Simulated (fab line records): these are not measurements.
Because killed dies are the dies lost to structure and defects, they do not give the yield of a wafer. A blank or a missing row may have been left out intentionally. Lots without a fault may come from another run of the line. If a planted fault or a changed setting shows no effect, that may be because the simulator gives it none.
fab line records | flow sky130
record lots=15 | wafers=45 | last_day=51
route steps=708 shown POLY_GATE@231 LDD_P@262 LDD_LDN@299
lots with no fault: from the same line, run without faults
start_h: hours from the record's opening day to when the first of the lot's shown wafers began | wait_h: how many hours have passed since the lot's step before this one | " identical to the entry in the row above | L1.1+2: one row covering several wafers at once | - either no value or no given start | * or withheld: withheld | < > ~ a bound
route shown NAME@n: names a module that has steps shown in the file, with the first one's number in the route | usual: mean and standard deviation over wafers with no fault | same: alike in all rows | chamber/n: place in a boat | sites: per-site readings | _std_site: their standard deviation | _edge_site: the outer-site mean with the inner-site mean subtracted | radius_mm: how far each site lies from the wafer's centre | mask NAME#n: copy n | behind: tool/chamber where the wafer was last shaped | hold: why the lot was held/for how many hours/how that ended | device: the n, p or np transistor that did not switch | end of line: at the end of the route, the tests of the same wafers | a step given without rows: its recipe and nothing more | killed: dies that structure and defects cost at the first sort, which is not the same as the wafer's yield | map: per-die view of a wafer (x killed, . not killed, _ where there is no die)
set.NAME: setting as actually run; set.NAME@STEP: the setting as run at that earlier step | model.NAME: the simulator's own value behind a step, which no gauge read
a sample of lots followed through the steps of the route, with each step as a table and each wafer as a row
services: when a tool's chamber went out of use (start_h, in hours from the record's first day, below 0 if earlier), for how many hours, and the reason
## steps
# step SKY_POLY_GATE_ETCH_17
# recipe target_depth_nm=180 | stop_on=SiO2 | over_etch_frac=0.56667 | chemistry=HBr/Cl2 | target=poly-Si | icp_w=400 | bias_w=100 | pressure_mtorr=10 | HBr_flow_sccm=150 | Cl2_flow_sccm=50 | time_s=70.5
# usual drypump_motor_current_A=5.9/0.37 | oes_product_au=0.983/0.0068 | throttle_valve_pct=33.684/0.009
lot.wafer | tool      | chamber | start_h | wait_h | drypump_motor_current_A | oes_product_au | rf_hours_counter_h | throttle_valve_pct
L207.2    | rie_si-02 | 2       | 395.25  | 0.0    | 6.2                     | 0.979          | 31                 | 33.687
L207.3    | "         | 3       | "       | "      | 5.8                     | 0.980          | 34                 | 33.687
L207.5    | "         | 3       | "       | "      | 5.8                     | 0.979          | -                  | 33.700
L209.2    | rie_si-02 | 1       | 406.60  | 0.0    | 6.4                     | 0.973          | 7                  | 33.685
L209.5    | "         | 3       | "       | "      | 5.8                     | 0.979          | -                  | 33.684
L209.6    | "         | 1       | "       | "      | 6.4                     | 0.981          | -                  | 33.684
L212.1    | rie_si-02 | 3       | 415.07  | 0.0    | 5.8                     | 0.985          | 34                 | 33.689
L212.2    | "         | 1       | "       | "      | 6.4                     | 0.983          | 7                  | 33.681
L212.6    | "         | 3       | "       | "      | 5.8                     | 0.980          | -                  | 33.677
L211.1    | rie_si-01 | 3       | 416.92  | 0.0    | 5.8                     | 0.992          | 1                  | 33.676
L211.2    | "         | 1       | "       | "      | 6.2                     | 0.976          | 67                 | 33.689
L211.4    | "         | 2       | "       | "      | 5.3                     | 0.980          | 6                  | 33.692
L214.4    | rie_si-02 | 3       | 452.65  | 0.0    | 5.8                     | 0.980          | 34                 | 33.668
L214.5    | "         | 3       | "       | "      | 5.8                     | 0.975          | -                  | 33.687
L214.6    | "         | 2       | "       | "      | 6.2                     | 0.983          | -                  | 33.677
L216.2    | rie_si-01 | 2       | 461.65  | 0.0    | 5.3                     | 0.979          | 6                  | 33.679
L216.3    | "         | 3       | "       | "      | 5.8                     | 0.982          | 2                  | 33.666
L216.6    | "         | 3       | "       | "      | 5.8                     | 0.981          | -                  | 33.685
L217.2    | rie_si-01 | 0       | 480.47  | 0.0    | 5.8                     | 0.995          | 2                  | 33.676
L217.3    | "         | 2       | "       | "      | 5.3                     | 0.986          | 6                  | 33.680
L217.5    | "         | 2       | "       | "      | 5.2                     | 0.983          | -                  | 33.670
L218.1    | rie_si-02 | 3       | 480.53  | 0.0    | 5.8                     | 0.975          | 34                 | 33.673
L218.2    | "         | 0       | "       | "      | 5.5                     | 0.977          | 1                  | 33.673
L218.5    | "         | 1       | "       | "      | 6.4                     | 0.979          | -                  | 33.686
L219.3    | rie_si-01 | 2       | 491.25  | 0.0    | 5.2                     | 0.983          | 6                  | 33.678
L219.4    | "         | 0       | "       | "      | 5.8                     | 0.981          | 2                  | 33.678
L219.6    | "         | 1       | "       | "      | 6.2                     | 0.980          | -                  | 33.683
L224.2    | rie_si-02 | 3       | 534.13  | 0.0    | 5.8                     | 0.983          | 34                 | 33.662
L224.4    | "         | 2       | "       | "      | 6.2                     | 0.978          | 32                 | 33.692
L224.6    | "         | 2       | "       | "      | 6.2                     | 0.980          | -                  | 33.674
L225.3    | rie_si-01 | 2       | 543.37  | 0.0    | 5.2                     | 0.987          | 7                  | 33.681
L225.5    | "         | 1       | "       | "      | 6.2                     | 0.985          | -                  | 33.703
L225.6    | "         | 2       | "       | "      | 5.3                     | 0.993          | -                  | 33.679
L226.3    | rie_si-02 | 2       | 544.37  | 0.0    | 6.2                     | 0.982          | 32                 | 33.681
L226.4    | "         | 1       | "       | "      | 6.4                     | 0.975          | 8                  | 33.680
L226.5    | "         | 2       | "       | "      | 6.2                     | 0.989          | -                  | 33.694
L228.1    | rie_si-01 | 0       | 599.67  | 0.0    | 5.8                     | 0.988          | 2                  | 33.683
L228.3    | "         | 1       | "       | "      | 6.2                     | 0.985          | 0                  | 33.674
L228.6    | "         | 3       | "       | "      | 5.8                     | 0.976          | -                  | 33.686
L229.1    | rie_si-02 | 1       | 600.40  | 0.0    | 6.4                     | 0.967          | 8                  | 33.688
L229.2    | "         | 2       | "       | "      | 6.2                     | 0.981          | 32                 | 33.672
L229.6    | "         | 2       | "       | "      | 6.2                     | 0.984          | -                  | 33.689
L227.2    | rie_si-01 | 3       | 602.97  | 0.0    | 5.8                     | 0.994          | 2                  | 33.693
L227.3    | "         | 0       | "       | "      | 5.8                     | 0.987          | 2                  | 33.689
L227.4    | "         | 1       | "       | "      | 6.3                     | 0.982          | 0                  | 33.669
# step SKY_POLY_GATE_STRIP_18
# recipe chemistry=O2/N2 | power_w=1400 | pressure_mtorr=1500 | platen_temp_c=withheld | o2_flow_sccm=3000 | n2_flow_sccm=300 | overash_fraction=0.5
# usual drypump_motor_current_A=6.0/0.34 | oes_product_au=0.361/0.0042 | strip_time_to_endpoint_s=3.17/0.043
lot.wafer | tool            | chamber | start_h | wait_h | drypump_motor_current_A | oes_product_au | rf_hours_counter_h | strip_time_to_endpoint_s
L207.2    | plasma_asher-03 | 1       | 395.31  | 0.0    | 5.4                     | 0.365          | 68                 | 3.18
L207.3    | "               | 0       | "       | "      | 6.6                     | 0.363          | -                  | 3.17
L207.5    | "               | 1       | "       | "      | 5.5                     | 0.363          | -                  | 3.17
L209.2    | plasma_asher-01 | 1       | 406.66  | 0.0    | 6.0                     | 0.361          | 73                 | 3.17
L209.5    | "               | 0       | "       | "      | 5.8                     | 0.360          | -                  | 3.18
L209.6    | "               | 1       | "       | "      | 6.0                     | 0.370          | -                  | 3.26
L212.1    | plasma_asher-02 | 1       | 415.13  | 0.0    | 5.8                     | 0.365          | 29                 | 3.16
L212.2    | "               | 0       | "       | "      | 6.3                     | 0.358          | 29                 | 3.19
L212.6    | "               | 1       | "       | "      | 5.8                     | 0.356          | -                  | 3.17
L211.1    | plasma_asher-03 | 1       | 416.98  | 0.0    | 5.4                     | 0.363          | 70                 | 3.20
L211.2    | "               | 0       | "       | "      | 6.5                     | 0.370          | 70                 | 3.12
L211.4    | "               | 0       | "       | "      | 6.5                     | 0.357          | -                  | 3.17
L214.4    | plasma_asher-03 | 1       | 452.74  | 0.1    | 5.5                     | 0.362          | -                  | 3.15
L214.5    | "               | 0       | "       | "      | 6.6                     | 0.360          | -                  | 3.18
L214.6    | "               | 1       | "       | "      | 5.5                     | 0.362          | -                  | 3.16
L216.2    | plasma_asher-03 | 0       | 461.71  | 0.0    | 6.6                     | 0.364          | 75                 | 3.19
L216.3    | "               | 0       | "       | "      | 6.6                     | 0.359          | -                  | 3.13
L216.6    | "               | 1       | "       | "      | 5.4                     | 0.358          | -                  | 3.22
L217.2    | plasma_asher-01 | 1       | 480.53  | 0.0    | 6.0                     | 0.358          | 3                  | 3.11
L217.3    | "               | 1       | "       | "      | 6.0                     | 0.357          | -                  | 3.24
L217.5    | "               | 0       | "       | "      | 5.8                     | 0.369          | -                  | 3.13
L218.1    | plasma_asher-02 | 1       | 480.58  | 0.0    | 5.8                     | 0.359          | 36                 | 3.19
L218.2    | "               | 0       | "       | "      | 6.3                     | 0.360          | 36                 | 3.19
L218.5    | "               | 1       | "       | "      | 5.8                     | 0.366          | -                  | 3.14
L219.3    | plasma_asher-03 | 1       | 491.34  | 0.1    | 5.4                     | 0.352          | -                  | 3.10
L219.4    | "               | 0       | "       | "      | 6.6                     | 0.362          | -                  | 3.15
L219.6    | "               | 0       | "       | "      | 6.6                     | 0.363          | -                  | 3.17
L224.2    | plasma_asher-02 | 1       | 534.18  | 0.0    | 5.8                     | 0.359          | 41                 | 3.16
L224.4    | "               | 1       | "       | "      | 5.8                     | 0.362          | -                  | 3.13
L224.6    | "               | 1       | "       | "      | 5.8                     | 0.356          | -                  | 3.11
L225.3    | plasma_asher-01 | 1       | 543.46  | 0.1    | 6.0                     | 0.365          | -                  | 3.17
L225.5    | "               | 0       | "       | "      | 5.8                     | 0.360          | -                  | 3.17
L225.6    | "               | 1       | "       | "      | 6.0                     | 0.356          | -                  | 3.16
L226.3    | plasma_asher-01 | 1       | 544.46  | 0.1    | 5.9                     | 0.363          | -                  | 3.24
L226.4    | "               | 0       | "       | "      | 5.8                     | 0.372          | -                  | 3.17
L226.5    | "               | 0       | "       | "      | 5.8                     | 0.362          | -                  | 3.20
L228.1    | plasma_asher-01 | 1       | 599.73  | 0.0    | 6.0                     | 0.354          | 15                 | 3.10
L228.3    | "               | 1       | "       | "      | 5.9                     | 0.366          | -                  | 3.22
L228.6    | "               | 1       | "       | "      | 6.0                     | 0.360          | -                  | 3.18
L229.1    | plasma_asher-02 | 1       | 600.46  | 0.0    | 5.8                     | 0.372          | 48                 | 3.21
L229.2    | "               | 0       | "       | "      | 6.3                     | 0.362          | 48                 | 3.15
L229.6    | "               | 0       | "       | "      | 6.3                     | 0.363          | -                  | 3.14
L227.2    | plasma_asher-02 | 0       | 603.03  | 0.0    | 6.3                     | 0.371          | 49                 | 3.29
L227.3    | "               | 0       | "       | "      | 6.3                     | 0.364          | -                  | 3.20
L227.4    | "               | 1       | "       | "      | 5.8                     | 0.364          | -                  | 3.18
# step SKY_LDD_P_CD_MEAS_07
# recipe target_cd_nm=380
# usual cd_nm=379.3/2.6
lot.wafer | tool      | chamber | start_h | wait_h | cd_nm
L207.2    | cd_sem-01 | -       | 465.86  | 0.1    | 379.6
L207.3    | "         | -       | "       | "      | 382.6
L207.5    | "         | -       | "       | "      | 382.1
L209.2    | cd_sem-01 | -       | 474.45  | 0.1    | 386.8
L209.5    | "         | -       | "       | "      | 383.3
L209.6    | "         | -       | "       | "      | 385.8
L211.1    | cd_sem-01 | -       | 480.64  | 0.1    | 377.0
L211.2    | "         | -       | "       | "      | 380.4
L211.4    | "         | -       | "       | "      | 379.7
L212.1    | cd_sem-01 | -       | 481.03  | 0.1    | 378.4
L212.2    | "         | -       | "       | "      | 378.2
L212.6    | "         | -       | "       | "      | 378.5
L214.4    | cd_sem-02 | -       | 516.40  | 0.1    | 381.1
L214.5    | "         | -       | "       | "      | 380.8
L214.6    | "         | -       | "       | "      | 382.1
L216.2    | cd_sem-01 | -       | 526.11  | 0.1    | 377.2
L216.3    | "         | -       | "       | "      | 376.6
L216.6    | "         | -       | "       | "      | 375.7
L217.2    | cd_sem-02 | -       | 545.05  | 0.1    | 377.8
L217.3    | "         | -       | "       | "      | 377.6
L217.5    | "         | -       | "       | "      | 378.7
L218.1    | cd_sem-01 | -       | 545.44  | 0.1    | 377.4
L218.2    | "         | -       | "       | "      | 380.1
L218.5    | "         | -       | "       | "      | 377.9
L219.3    | cd_sem-01 | -       | 554.37  | 0.1    | 377.9
L219.4    | "         | -       | "       | "      | 376.5
L219.6    | "         | -       | "       | "      | 379.5
L224.2    | cd_sem-02 | -       | 597.05  | 0.1    | 380.9
L224.4    | "         | -       | "       | "      | 383.1
L224.6    | "         | -       | "       | "      | 381.1
L226.3    | cd_sem-02 | -       | 607.33  | 0.1    | 380.6
L226.4    | "         | -       | "       | "      | 380.9
L226.5    | "         | -       | "       | "      | 379.9
L225.3    | cd_sem-01 | -       | 607.73  | 0.1    | 384.5
L225.5    | "         | -       | "       | "      | 384.3
L225.6    | "         | -       | "       | "      | 384.7
L228.1    | cd_sem-01 | -       | 659.58  | 0.1    | 379.6
L228.3    | "         | -       | "       | "      | 379.6
L228.6    | "         | -       | "       | "      | 379.9
L229.1    | cd_sem-01 | -       | 660.83  | 0.1    | 377.7
L229.2    | "         | -       | "       | "      | 374.7
L229.6    | "         | -       | "       | "      | 377.1
L227.2    | cd_sem-02 | -       | 663.81  | 0.1    | 379.2
L227.3    | "         | -       | "       | "      | 376.8
L227.4    | "         | -       | "       | "      | 378.4
# step SKY_LDD_LDN_IMPLANT_10
# recipe species=As | energy_kev=14.87 | dose_cm2=1.25e+13 | tilt_deg=withheld | rotation_deg=203
# usual beam_energy_keV=14.870/0.0043 | beam_on_s=10.00/0.2
lot.wafer | tool         | chamber | start_h | wait_h | beam_energy_keV | beam_on_s
L207.2    | implanter-01 | 0       | 558.54  | 0.1    | 14.872          | 10.16
L207.3    | "            | 0       | "       | "      | 14.871          | 9.78
L207.5    | "            | 0       | "       | "      | 14.865          | 9.94
L209.2    | implanter-01 | 0       | 566.63  | 0.1    | 14.870          | 10.03
L209.5    | "            | 0       | "       | "      | 14.869          | 10.38
L209.6    | "            | 0       | "       | "      | 14.875          | 10.05
L211.1    | implanter-01 | 0       | 573.32  | 0.1    | 14.877          | 9.99
L211.2    | "            | 0       | "       | "      | 14.882          | 9.70
L211.4    | "            | 0       | "       | "      | 14.871          | 10.12
L212.1    | implanter-03 | 0       | 573.32  | 0.1    | 14.874          | 10.07
L212.2    | "            | 0       | "       | "      | 14.865          | 10.33
L212.6    | "            | 0       | "       | "      | 14.864          | 9.93
L214.4    | implanter-03 | 0       | 607.98  | 0.1    | 14.869          | 10.04
L214.5    | "            | 0       | "       | "      | 14.866          | 10.13
L214.6    | "            | 0       | "       | "      | 14.871          | 9.90
L216.2    | implanter-01 | 0       | 615.58  | 0.1    | 14.869          | 10.55
L216.3    | "            | 0       | "       | "      | 14.873          | 9.85
L216.6    | "            | 0       | "       | "      | 14.872          | 9.90
L217.2    | implanter-01 | -       | 635.78  | 0.1    | -               | -
L217.3    | "            | -       | "       | "      | -               | -
L217.5    | "            | -       | "       | "      | -               | -
L218.1    | implanter-04 | -       | 635.97  | 0.1    | -               | -
L218.2    | "            | -       | "       | "      | -               | -
L218.5    | "            | -       | "       | "      | -               | -
L219.3    | implanter-03 | -       | 643.07  | 0.1    | -               | -
L219.4    | "            | -       | "       | "      | -               | -
L219.6    | "            | -       | "       | "      | -               | -
L224.2    | implanter-01 | 0       | 685.10  | 0.1    | 14.870          | 9.80
L224.4    | "            | 0       | "       | "      | 14.870          | 9.96
L224.6    | "            | 0       | "       | "      | 14.868          | 10.39
L226.3    | implanter-04 | 0       | 694.77  | 0.1    | 14.869          | 10.07
L226.4    | "            | 0       | "       | "      | 14.869          | 9.84
L226.5    | "            | 0       | "       | "      | 14.867          | 10.13
L225.3    | implanter-04 | 0       | 696.20  | 0.1    | 14.872          | 9.83
L225.5    | "            | 0       | "       | "      | 14.869          | 9.87
L225.6    | "            | 0       | "       | "      | 14.869          | 9.87
L228.1    | implanter-04 | 0       | 743.95  | 0.1    | 14.867          | 10.16
L228.3    | "            | 0       | "       | "      | 14.871          | 10.33
L228.6    | "            | 0       | "       | "      | 14.867          | 10.01
L229.1    | implanter-01 | 0       | 745.12  | 0.1    | 14.879          | 10.15
L229.2    | "            | 0       | "       | "      | 14.868          | 10.14
L229.6    | "            | 0       | "       | "      | 14.877          | 10.05
L227.2    | implanter-03 | 0       | 747.93  | 0.1    | 14.865          | 10.20
L227.3    | "            | 0       | "       | "      | 14.873          | 9.99
L227.4    | "            | 0       | "       | "      | 14.874          | 10.25
# step SKY_LDD_LDN_TW_MEAS_13
# usual LDD_LDN_TW=1460/5.6
lot.wafer | tool          | chamber | start_h | wait_h | LDD_LDN_TW
L207.2    | film_metro-01 | -       | 558.93  | 0.1    | 1464
L207.3    | "             | -       | "       | "      | 1456
L207.5    | "             | -       | "       | "      | 1466
L209.2    | film_metro-01 | -       | 567.01  | 0.1    | 1457
L209.5    | "             | -       | "       | "      | 1456
L209.6    | "             | -       | "       | "      | 1461
L211.1    | film_metro-03 | -       | 573.72  | 0.1    | 1463
L211.2    | "             | -       | "       | "      | 1461
L211.4    | "             | -       | "       | "      | 1456
L212.1    | film_metro-01 | -       | 573.72  | 0.1    | 1465
L212.2    | "             | -       | "       | "      | 1466
L212.6    | "             | -       | "       | "      | 1463
L214.4    | film_metro-03 | -       | 608.33  | 0.1    | 1448
L214.5    | "             | -       | "       | "      | 1460
L214.6    | "             | -       | "       | "      | 1449
L216.2    | film_metro-04 | -       | 615.96  | 0.1    | 1472
L216.3    | "             | -       | "       | "      | 1463
L216.6    | "             | -       | "       | "      | 1468
L217.2    | film_metro-03 | -       | 636.16  | 0.1    | 1330
L217.3    | "             | -       | "       | "      | 1325
L217.5    | "             | -       | "       | "      | 1326
L218.1    | film_metro-01 | -       | 636.37  | 0.1    | 1344
L218.2    | "             | -       | "       | "      | 1341
L218.5    | "             | -       | "       | "      | 1347
L219.3    | film_metro-01 | -       | 643.44  | 0.1    | 1348
L219.4    | "             | -       | "       | "      | 1344
L219.6    | "             | -       | "       | "      | 1340
L224.2    | film_metro-01 | -       | 685.48  | 0.1    | 1462
L224.4    | "             | -       | "       | "      | 1460
L224.6    | "             | -       | "       | "      | 1456
L226.3    | film_metro-01 | -       | 695.14  | 0.1    | 1453
L226.4    | "             | -       | "       | "      | 1459
L226.5    | "             | -       | "       | "      | 1451
L225.3    | film_metro-01 | -       | 696.57  | 0.1    | 1463
L225.5    | "             | -       | "       | "      | 1453
L225.6    | "             | -       | "       | "      | 1461
L228.1    | film_metro-04 | -       | 744.35  | 0.1    | 1454
L228.3    | "             | -       | "       | "      | 1455
L228.6    | "             | -       | "       | "      | 1458
L229.1    | film_metro-04 | -       | 745.52  | 0.1    | 1450
L229.2    | "             | -       | "       | "      | 1462
L229.6    | "             | -       | "       | "      | 1453
L227.2    | film_metro-03 | -       | 748.31  | 0.1    | 1466
L227.3    | "             | -       | "       | "      | 1456
L227.4    | "             | -       | "       | "      | 1462
## services
tool            | chamber | start_h | hours | kind
implanter-01    | -       | 381.26  | 1.8   | repair
rie_si-02       | 2       | 381.41  | 3.9   | repair
plasma_asher-02 | -       | 382.35  | 14.6  | pm
implanter-04    | -       | 390.21  | 2.4   | repair
implanter-04    | -       | 399.27  | 1.1   | repair
rie_si-02       | -       | 407.16  | 1.4   | repair
implanter-04    | -       | 407.61  | 2.4   | repair
plasma_asher-01 | -       | 421.25  | 9.0   | pm
plasma_asher-01 | -       | 456.16  | 15.4  | repair
rie_si-01       | -       | 509.46  | 0.6   | repair
implanter-01    | -       | 515.75  | 3.2   | pm
plasma_asher-03 | -       | 541.40  | 10.2  | repair
implanter-01    | -       | 549.96  | 7.7   | repair
rie_si-02       | 0       | 604.29  | 10.4  | repair
rie_si-01       | -       | 639.05  | 2.0   | repair
plasma_asher-03 | -       | 649.88  | 4.2   | repair
rie_si-01       | 2       | 652.27  | 6.4   | repair
plasma_asher-02 | -       | 688.67  | 2.8   | pm
rie_si-01       | 2       | 719.73  | 9.1   | repair
implanter-01    | -       | 728.49  | 5.1   | repair
plasma_asher-01 | -       | 732.68  | 15.6  | pm
plasma_asher-03 | -       | 733.75  | 9.0   | pm
rie_si-02       | 0       | 736.51  | 1.9   | repair
plasma_asher-03 | -       | 747.62  | 4.1   | repair
## key
first_sign step=SKY_LDD_LDN_IMPLANT_10 | reading=tool_record | direction=missing
effect step=SKY_LDD_LDN_TW_MEAS_13 | reading=LDD_LDN_TW | direction=down | sigmas=22 | usual=1460 | struck=1338
met_at SKY_LDD_LDN_IMPLANT_10
struck_lots L217,L218,L219
later_rows_left_out L217.2,L217.3,L217.5,L218.1,L218.2,L218.5,L219.3,L219.4,L219.6
sort_left_out L217.2,L217.3,L217.5,L218.1,L218.2,L218.5,L219.3,L219.4,L219.6
tester_left_out L217,L218,L219
not_acting_at SKY_POLY_GATE_ETCH_17,SKY_POLY_GATE_STRIP_18,SKY_LDD_P_CD_MEAS_07
onset_between 615.58 635.78
fault kind=skipped_step_whole | tool=implanter-01,implanter-03,implanter-04 | chamber=- | onset_h=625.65 | steps=SKY_LDD_LDN_IMPLANT_10 | scope=struck_lots_only
# tester_left_out: of these lots the tester's yield and bins aren't shown, on N5 and GAA mostly nor the transistor test; their killed dies are dies lost to structure and defects alone, not to doping, threshold or leakage, so they don't give the yield
# sort_left_out: the simulated sort isn't trusted on such a fault, so these wafers' sort isn't shown, and their yield isn't known
# later_rows_left_out: the simulator's readings of these wafers behind a module that went badly wrong aren't trusted and aren't shown, but for the sort
